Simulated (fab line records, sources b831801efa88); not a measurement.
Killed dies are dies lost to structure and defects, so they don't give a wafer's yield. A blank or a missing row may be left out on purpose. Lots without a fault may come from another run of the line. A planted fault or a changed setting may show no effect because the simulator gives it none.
fab line records | flow sky130
record lots=14 wafers=42 last_day=50
route steps=708 shown POLY_GATE@228 LDD_HVN@276 RES_XHIGH@338 SD_N@350
lots that met no fault: from a run of the same line without faults
start_h: hours from the record's first day to the start of the lot's first wafer shown | wait_h: hours since the lot's step before | " the same as in the row above | L1.1+2: a row that stands for several wafers | - no value, or no start given | * or withheld: withheld | < > ~ a bound
route shown NAME@n: a module of which the file shows steps, and the number in the route of the first | usual: mean/standard deviation of fault-free wafers | same: alike in all rows | chamber/n: place in a boat | sites: the reading at each site | _std_site: their standard deviation | _edge_site: outer sites' mean less inner sites' | radius_mm: how far each site lies from the wafer's centre | mask NAME#n: copy n | behind: the tool/chamber that last shaped the wafer | hold: why the lot was held/for how many hours/how that ended | device: the transistor (n, p or np) that didn't switch | end of line: the same wafers' tests at the end of the route | a step without rows: its recipe alone | killed: dies lost to structure and defects at the first sort, not the wafer's yield | map: a wafer's dies, x killed, . not, _ none there
set.NAME: the setting as run; set.NAME@STEP: as run at that earlier step | model.NAME: the simulator's own value behind a step, which no gauge read
steps of the route over a sample of lots; a table a step, a row a wafer
services: from which hour (start_h, from the record's first day; less than 0 if before it) a tool's chamber was out of use, for how many hours, and why
## steps
# step SKY_POLY_GATE_OVL_MEAS_14
# usual POLY_GATE_OVL=-4/5.3
# columns lot.wafer tool chamber start_h wait_h POLY_GATE_OVL[nm]
L214.1 overlay-01 - 370.59 0.1 0
L214.3 " - " " 3
L214.4 " - " " -2
L215.4 overlay-01 - 371.66 0.1 -3
L215.5 " - " " -8
L215.6 " - " " 0
L216.3 overlay-02 - 383.55 0.1 7
L216.5 " - " " -11
L216.6 " - " " -5
L217.1 overlay-01 - 388.78 0.1 -5
L217.3 " - " " -8
L217.4 " - " " -9
L218.2 overlay-01 - 398.15 0.1 -13
L218.3 " - " " -4
L218.4 " - " " -11
L219.3 overlay-01 - 415.95 0.1 -4
L219.4 " - " " 1
L219.6 " - " " -1
L220.1 overlay-01 - 422.34 0.1 -4
L220.3 " - " " -11
L220.6 " - " " -13
L221.3 overlay-02 - 436.96 0.1 3
L221.4 " - " " -3
L221.6 " - " " 3
L223.1 overlay-01 - 452.53 0.1 0
L223.2 " - " " -4
L223.4 " - " " 1
L224.2 overlay-01 - 465.44 0.1 -1
L224.5 " - " " -1
L224.6 " - " " 3
L226.3 overlay-02 - 474.91 0.1 -6
L226.4 " - " " -3
L226.6 " - " " -10
L230.3 overlay-01 - 513.66 0.1 -2
L230.5 " - " " -7
L230.6 " - " " -5
L231.1 overlay-02 - 522.48 0.1 -6
L231.3 " - " " 0
L231.6 " - " " -4
L237.2 overlay-01 - 584.84 0.1 5
L237.4 " - " " -5
L237.5 " - " " -5
# step SKY_LDD_HVN_STRIP_09
# recipe chemistry=O2/N2 power_w=1400 pressure_mtorr=1500 platen_temp_c=withheld o2_flow_sccm=3000 n2_flow_sccm=300 overash_fraction=0.5
# usual chamber_pressure_mTorr=1499.9/1.4 drypump_motor_current_A=5.68/0.26 oes_product_au=0.408/0.0042 strip_time_to_endpoint_s=4.139/0.013
# same overash_fraction=0.5
# columns lot.wafer tool chamber start_h wait_h chamber_pressure_mTorr drypump_motor_current_A oes_product_au rf_hours_counter_h strip_time_to_endpoint_s
L214.1 plasma_asher-04 0 464.90 0.1 1497.2 5.82 0.410 34 4.152
L214.3 " 0 " " 1499.4 5.84 0.408 - 4.161
L214.4 " 1 " " 1500.9 5.50 0.411 - 4.152
L215.4 plasma_asher-04 0 465.19 0.1 1499.7 5.84 0.406 - 4.134
L215.5 " 0 " " 1501.3 5.85 0.415 - 4.135
L215.6 " 1 " " 1498.5 5.50 0.415 - 4.150
L216.3 plasma_asher-02 0 476.84 0.1 1500.9 5.23 0.405 - 4.119
L216.5 " 0 " " 1499.5 5.23 0.404 - 4.136
L216.6 " 1 " " 1501.3 6.11 0.412 - 4.153
L217.1 plasma_asher-03 1 481.85 0.1 1498.5 5.66 0.410 61 4.121
L217.3 " 1 " " 1498.6 5.68 0.409 - 4.126
L217.4 " 0 " " 1500.4 5.68 0.409 - 4.103
L218.2 plasma_asher-03 0 493.50 0.1 1502.9 5.68 0.399 62 4.151
L218.3 " 1 " " 1500.0 5.69 0.404 - 4.125
L218.4 " 0 " " 1498.9 5.68 0.405 - 4.137
L219.3 plasma_asher-02 0 510.74 0.1 1501.5 5.24 0.409 - 4.137
L219.4 " 1 " " 1502.0 6.13 0.400 - 4.115
L219.6 " 0 " " 1501.6 5.23 0.409 - 4.134
L220.1 plasma_asher-02 0 516.65 0.1 1499.8 5.22 0.405 86 4.134
L220.3 " 1 " " 1499.4 6.12 0.412 - 4.148
L220.6 " 0 " " 1500.8 5.22 0.409 - 4.131
L221.3 plasma_asher-04 0 532.43 0.1 1500.4 5.84 0.409 - 4.146
L221.4 " 1 " " 1498.0 5.49 0.414 - 4.126
L221.6 " 1 " " 1499.6 5.50 0.405 - 4.132
L223.1 plasma_asher-02 1 548.53 0.1 1500.7 6.10 0.405 90 4.142
L223.2 " 0 " " 1498.3 5.24 0.411 90 4.134
L223.4 " 1 " " 1499.6 6.12 0.410 - 4.134
L224.2 plasma_asher-03 1 560.05 0.1 1502.2 5.68 0.406 69 4.142
L224.5 " 1 " " 1500.8 5.67 0.408 - 4.158
L224.6 " 0 " " 1498.8 5.67 0.407 - 4.143
L226.3 plasma_asher-04 1 566.41 0.1 1500.1 5.51 0.404 - 4.134
L226.4 " 0 " " 1499.5 5.85 0.413 - 4.143
L226.6 " 1 " " 1500.5 5.49 0.403 - 4.129
L230.3 plasma_asher-03 0 606.24 0.1 1499.9 5.68 0.415 - 4.145
L230.5 " 0 " " 1501.7 5.68 0.405 - 4.156
L230.6 " 1 " " 1499.1 5.71 0.397 - 4.150
L231.1 plasma_asher-02 1 613.13 0.1 1496.6 6.08 0.413 95 4.158
L231.3 " 0 " " 1500.0 5.26 0.404 - 4.137
L231.6 " 1 " " 1500.4 6.09 0.407 - 4.142
L237.2 plasma_asher-03 0 675.78 0.1 1499.4 5.70 0.411 80 4.162
L237.4 " 1 " " 1500.4 5.67 0.403 - 4.153
L237.5 " 0 " " 1500.1 5.66 0.405 - 4.166
# step SKY_RES_XHIGH_DEVELOP_06
# recipe resist=NOVOLAK developer=TMAH develop_time_s=60 dev_temp_c=23
# usual chill_plate_temp_C=22.98/0.097 develop_time_s=60/0
# columns lot.wafer tool chamber start_h wait_h chill_plate_temp_C develop_time_s
L214.1 litho_track-02 0 614.77 0.1 23.03 60
L214.3 " 0 " " 23.08 60
L214.4 " 0 " " 22.90 60
L215.4 litho_track-01 0 616.84 0.1 23.06 60
L215.5 " 0 " " 22.98 60
L215.6 " 0 " " 22.84 60
L216.3 litho_track-02 0 644.77 0.1 22.88 60
L216.5 " 0 " " 23.01 60
L216.6 " 0 " " 23.09 60
L217.1 litho_track-04 0 645.16 0.1 23.08 60
L217.3 " 0 " " 23.01 60
L217.4 " 0 " " 23.02 60
L218.2 litho_track-01 0 645.54 0.1 23.01 60
L218.3 " 0 " " 22.89 60
L218.4 " 0 " " 23.03 60
L219.3 litho_track-01 0 657.82 0.1 22.90 60
L219.4 " 0 " " 23.03 60
L219.6 " 0 " " 23.02 60
L220.1 litho_track-04 0 665.51 0.1 23.01 60
L220.3 " 0 " " 22.95 60
L220.6 " 0 " " 22.90 60
L221.3 litho_track-02 0 679.17 0.1 23.10 60
L221.4 " 0 " " 23.02 60
L221.6 " 0 " " 23.05 60
L223.1 litho_track-04 0 695.86 0.1 22.97 60
L223.2 " 0 " " 23.03 60
L223.4 " 0 " " 22.93 60
L224.2 litho_track-01 0 708.09 0.1 23.09 60
L224.5 " 0 " " 23.18 60
L224.6 " 0 " " 22.97 60
L226.3 litho_track-01 0 713.37 0.1 23.05 60
L226.4 " 0 " " 22.85 60
L226.6 " 0 " " 23.09 60
L230.3 litho_track-01 - 753.67 0.1 - -
L230.5 " - " " - -
L230.6 " - " " - -
L231.1 litho_track-02 - 758.92 0.1 - -
L231.3 " - " " - -
L231.6 " - " " - -
L237.2 litho_track-01 0 815.59 0.1 22.90 60
L237.4 " 0 " " 22.98 60
L237.5 " 0 " " 22.99 60
# step SKY_RES_XHIGH_TW_MEAS_09
# usual RES_XHIGH_TW=1661/24
# columns lot.wafer tool chamber start_h wait_h RES_XHIGH_TW
L214.1 film_metro-04 - 615.17 0.1 1681
L214.3 " - " " 1692
L214.4 " - " " 1688
L215.4 film_metro-04 - 617.20 0.1 1681
L215.5 " - " " 1694
L215.6 " - " " 1681
L216.3 film_metro-03 - 645.14 0.1 1649
L216.5 " - " " 1648
L216.6 " - " " 1649
L217.1 film_metro-02 - 645.56 0.1 1613
L217.3 " - " " 1624
L217.4 " - " " 1619
L218.2 film_metro-02 - 645.93 0.1 1624
L218.3 " - " " 1631
L218.4 " - " " 1617
L219.3 film_metro-03 - 658.19 0.1 1651
L219.4 " - " " 1652
L219.6 " - " " 1655
L220.1 film_metro-04 - 665.91 0.1 1672
L220.3 " - " " 1668
L220.6 " - " " 1674
L221.3 film_metro-02 - 679.54 0.1 1633
L221.4 " - " " 1630
L221.6 " - " " 1639
L223.1 film_metro-02 - 696.26 0.1 1640
L223.2 " - " " 1631
L223.4 " - " " 1635
L224.2 film_metro-03 - 708.48 0.1 1657
L224.5 " - " " 1650
L224.6 " - " " 1651
L226.3 film_metro-04 - 713.74 0.1 1678
L226.4 " - " " 1681
L226.6 " - " " 1676
L230.3 film_metro-03 - 754.04 0.1 30
L230.5 " - " " 30
L230.6 " - " " 30
L231.1 film_metro-04 - 759.32 0.1 31
L231.3 " - " " 31
L231.6 " - " " 31
L237.2 film_metro-04 - 815.98 0.1 1682
L237.4 " - " " 1692
L237.5 " - " " 1689
# step SKY_SD_N_OVL_MEAS_08
# usual SD_N_OVL=-1.3/1.5
# columns lot.wafer tool chamber start_h wait_h SD_N_OVL[nm]
L214.1 overlay-02 - 644.53 0.1 0.5
L214.3 " - " " 0.4
L214.4 " - " " 0.1
L215.4 overlay-02 - 646.55 0.1 -0.2
L215.5 " - " " 0.3
L215.6 " - " " 1.3
L216.3 overlay-02 - 673.97 0.1 -1.9
L216.5 " - " " -0.1
L216.6 " - " " 0.5
L217.1 overlay-01 - 674.08 0.1 -1.9
L217.3 " - " " -4.3
L217.4 " - " " -0.8
L218.2 overlay-02 - 674.74 0.1 0.7
L218.3 " - " " 0.5
L218.4 " - " " -0.8
L219.3 overlay-02 - 687.26 0.1 -2.7
L219.4 " - " " 0.9
L219.6 " - " " 0.9
L220.1 overlay-01 - 694.71 0.1 -3.3
L220.3 " - " " -4.5
L220.6 " - " " -4.6
L221.3 overlay-01 - 708.47 0.1 -0.3
L221.4 " - " " -0.3
L221.6 " - " " 1.6
L223.1 overlay-01 - 724.78 0.1 -2.5
L223.2 " - " " -2.6
L223.4 " - " " 0.6
L224.2 overlay-01 - 736.20 0.1 -1.2
L224.5 " - " " -3.2
L224.6 " - " " -0.5
L226.3 overlay-02 - 742.11 0.1 -1.0
L226.4 " - " " -0.2
L226.6 " - " " -2.2
L230.3 overlay-02 - 779.74 0.1 1.5
L230.5 " - " " 1.5
L230.6 " - " " -0.8
L231.1 overlay-02 - 786.01 0.1 0.2
L231.3 " - " " -1.6
L231.6 " - " " -2.0
L237.2 overlay-01 - 842.10 0.1 -3.6
L237.4 " - " " -2.6
L237.5 " - " " -2.6
## services
# columns tool chamber start_h hours kind
litho_track-02 - 441.56 - consumable_replace:filter
plasma_asher-04 - 453.98 2.1 repair
litho_track-01 - 470.32 - consumable_replace:filter
plasma_asher-03 - 474.05 2.6 repair
plasma_asher-02 - 559.36 14.6 pm
plasma_asher-02 - 733.75 9.0 pm
plasma_asher-02 0 733.75 9.0 vent_cycle
plasma_asher-02 1 733.75 9.0 vent_cycle
plasma_asher-02 0 742.75 - clean
plasma_asher-02 1 742.75 - clean
plasma_asher-03 - 751.39 2.1 repair
plasma_asher-03 - 781.30 2.8 pm
plasma_asher-03 - 789.63 17.3 repair
## key
first_sign step=SKY_RES_XHIGH_DEVELOP_06 reading=tool_record direction=missing
effect step=SKY_RES_XHIGH_TW_MEAS_09 reading=RES_XHIGH_TW direction=down sigmas=69 usual=1661 struck=30
met_at SKY_RES_XHIGH_DEVELOP_06
struck_lots L230,L231
sort_left_out L230.3,L230.5,L230.6,L231.1,L231.3,L231.6
tester_left_out L230,L231
not_acting_at SKY_POLY_GATE_OVL_MEAS_14,SKY_LDD_HVN_STRIP_09,SKY_SD_N_OVL_MEAS_08
onset_between 713.37 753.67
fault kind=skipped_step_whole tool=litho_track-01,litho_track-02 chamber=- onset_h=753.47 steps=SKY_RES_XHIGH_DEVELOP_06 scope=struck_lots_only
# tester_left_out: of these lots the tester's yield and bins aren't shown, on N5 and GAA mostly nor the transistor test; their killed dies are dies lost to structure and defects alone, not to doping, threshold or leakage, so they don't give the yield
# sort_left_out: the simulated sort isn't trusted on such a fault, so these wafers' sort isn't shown, and their yield isn't known
